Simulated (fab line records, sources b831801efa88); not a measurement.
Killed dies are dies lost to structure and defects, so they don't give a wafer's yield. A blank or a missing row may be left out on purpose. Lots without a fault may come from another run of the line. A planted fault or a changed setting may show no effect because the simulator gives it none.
Which tool did it? | flow gf180mcu | 14 lots, 42 wafers sampled, at 2 steps of a route of 602

WHAT THE GAUGES READ, wafer by wafer
GF_STI_BOW_MEAS_00.
lot  | measured    | on            | INCOMING_BOW (um)
L771 | day 1 10:01 | film_metro-03 | 7 5 -10
L772 | day 1 15:00 | film_metro-03 | -10 4 -5
L773 | day 1 20:01 | film_metro-02 | 6 -10 -5
L774 | day 2 01:02 | film_metro-03 | -4 2 -4
L775 | day 2 06:01 | film_metro-04 | 3 -1 6
L776 | day 2 11:00 | film_metro-02 | -5 11 -6
L777 | day 2 16:00 | film_metro-03 | 9 -7 14
L781 | day 3 12:01 | film_metro-03 | 9 -5 -8
L783 | day 3 22:01 | film_metro-02 | 6 1 1
L784 | day 4 03:02 | film_metro-02 | -8 4 2
L786 | day 4 13:00 | film_metro-02 | -3 -1 -2
L787 | day 4 18:00 | film_metro-04 | 6 5 -5
L788 | day 4 23:02 | film_metro-02 | -10 -5 0
L794 | day 6 05:00 | film_metro-04 | -8 -7 8

GF_STI_THK_MEAS_02.
lot  | measured    | on            | STI_OXIDATION_THK (nm)
L771 | day 1 11:31 | film_metro-02 | 9.90 9.88 10.13
L772 | day 1 16:31 | film_metro-02 | 10.02 10.03 10.11
L773 | day 1 21:32 | film_metro-02 | 10.19 9.91 10.14
L774 | day 2 03:11 | film_metro-04 | 9.82 9.82 9.76
L775 | day 2 07:31 | film_metro-02 | 10.13 10.17 9.98
L776 | day 2 12:33 | film_metro-02 | 9.97 10.05 10.04
L777 | day 2 17:52 | film_metro-04 | 9.52 9.33 9.45
L781 | day 3 13:59 | film_metro-02 | 10.04 10.02 10.02
L783 | day 3 23:31 | film_metro-02 | 9.63 9.62 9.80
L784 | day 4 05:36 | film_metro-03 | 9.90 10.09 10.03
L786 | day 4 15:39 | film_metro-03 | 10.20 10.22 9.94
L787 | day 4 19:31 | film_metro-02 | 9.88 9.93 10.01
L788 | day 5 00:44 | film_metro-02 | 10.10 10.06 10.11
L794 | day 6 07:07 | film_metro-02 | 9.94 9.94 9.93

WHICH TOOL RAN EACH LOT (tool, then ch and the chambers of the sampled wafers, then the start)
The record holds no process step before these readings.

WHAT THE TOOLS THEMSELVES READ (means of the sampled wafers that have a number; where no wafer has one, the mark that the record gives instead)
The record holds no such reading with a usual standard deviation.

THE ANSWER, worked out from the rows above alone
Rule: what is usual is taken from the lots themselves. Put in order of their means at a reading, lots are off if they are a third of the lots or fewer, leave a main group of 4 or more, and stand apart from it by a gap of 3 or more times the standard deviation of the main group's means; of several such gaps the widest counts. A main group whose means are all the same, to the digits that the tables above print for the reading, isn't used. A lot without any number at a reading at which 4 lots or more have one is off too. The other lots that the step has rows for count as sound. The gauges are gone through in route order, then the tools' own readings, and for those a lot's mean is taken as printed above. The first step at which some lot is off is used, and at that step the reading that is off furthest; a lot without a number counts as furthest.
No lot is off at any reading shown: from this, nothing can be told.

WHAT THE SIMULATOR HAD PUT IN
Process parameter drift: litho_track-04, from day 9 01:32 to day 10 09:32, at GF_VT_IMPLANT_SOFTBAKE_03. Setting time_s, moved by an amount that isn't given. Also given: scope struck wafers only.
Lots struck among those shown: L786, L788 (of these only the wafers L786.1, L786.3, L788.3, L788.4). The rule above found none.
